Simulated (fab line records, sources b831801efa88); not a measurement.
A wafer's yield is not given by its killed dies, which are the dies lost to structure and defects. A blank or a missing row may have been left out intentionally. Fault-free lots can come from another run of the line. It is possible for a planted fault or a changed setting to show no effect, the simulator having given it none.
Code-filled problem report in 8D (eight disciplines) form / flow gf180mcu / the parts of the form that need people (team, actions taken, sign-off) are left out

1. WHAT IS WRONG
Across 2 wafers from 2 lots, V3_CVD_00_THK at GF_V3_THK_MEAS_01 averages 902 nm, while fault-free wafers read 598 nm with a standard deviation of 5.7. Relative to the usual mean, that is a shift of +53 standard deviations.
First seen on wafer L732.1, day 25 20:50, on film-metro-02. Wafers with a number at this step in the record: 39, from 13 lots. The rule behind "out" and "out of limits": a value lying over 4 standard deviations away from the usual mean. The other wafers with a number count as sound.

2. WHAT IT IS, AND WHAT IT ISN'T
question=which readings at this step | is=V3_CVD_00_THK | is not=-
question=which lots | is=L732, L734 | is not=L719, L720, L721, L722, L723, L726, L727, L728, L729, L731, L741
question=which wafers of those lots | is=L732.1, L734.2 | is not=L732.4, L732.5, L734.1, L734.3
question=read on which gauges | is=film-metro-02 | is not=film-metro-01, film-metro-04
question=when | is=from day 25 20:50 | is not=up to then (32 sound wafers); but 5 sound wafers of L734, L741 came after

3. THE SUSPECTS, EACH WITH WHAT RULES IT OUT
Counting: if a tool at a process step up to the reading ran every lot that is out, it stays a suspect. Sound lots after the first of them don't rule it out here, since some wafers of a struck lot are sound.
- the gauge at GF_V3_THK_MEAS_01 has been ruled out. All the wafers that are out were read on film-metro-02, but those of them that GF_V3_CVD_00 has rows for are out there too, on other tools.
- hdpcvd-02 at GF_V3_CVD_00 (deposits SiO2, target thk 600 nm, time 100 s): kept. It processed each lot that is out (first: L732, day 25 20:44); up to then, its last sound lot is L729 (day 24 19:04). On those wafers its own readings are out: sih4-flow-sccm.
- In hdpcvd-02 at GF_V3_CVD_00, the wafers that are out were processed in chamber 0 and their sound lot-mates in chambers 1, 2.
Remaining after the count: hdpcvd-02 at GF_V3_CVD_00.

4. THE CAUSE (what the simulator had put in)
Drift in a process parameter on hdpcvd-02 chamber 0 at GF_V3_CVD_00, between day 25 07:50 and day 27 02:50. Setting sih4-flow-sccm, moved by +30, from 60. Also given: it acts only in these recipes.
After counting, this tool was the only one left.

5. THE CHAIN OF EFFECTS, in route order
Each row: a reading where the mean over the struck wafers with a number is more than 3 standard deviations away from the usual. Only readings whose record carries a usual standard deviation are examined. hours: median over the lots of the time between each lot's start at the first step of this table that gives one and its start at this step. sigmas: the change, counted in usual standard deviations.
hours=0; step=GF_V3_CVD_00; reading=sih4-flow-sccm; usual=59.98 sccm; on struck wafers=89.93; change=+29.95; sigmas=+99 or more
hours=0; step=GF_V3_THK_MEAS_01; reading=V3_CVD_00_THK; usual=598 nm; on struck wafers=902; change=+304; sigmas=+53
Process steps it contains:
- GF_V3_CVD_00: deposits SiO2, target thk 600 nm, time 100 s.
Later measuring or inspecting steps at which every struck wafer that the step has a row for has a number for every such reading, and none has moved that far: GF_V3_CD_MEAS_14, GF_V3_OVL_MEAS_15.

6. HOW IT WOULD HAVE BEEN CAUGHT EARLIER
The first out-of-limits reading at a measuring or inspecting step in this record came at day 25 20:50, 13 hours after the fault's start at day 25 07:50.
At GF_V3_CVD_00, the tool's own readings (sih4-flow-sccm) were out on each struck wafer the step has a row for, so an alarm limit on them would have fired on the first such wafer.
L734, from the lots that are out (2), started GF_V3_CVD_00 on hdpcvd-02 later than day 25 20:50. A hold on the tool at that time would have spared it.
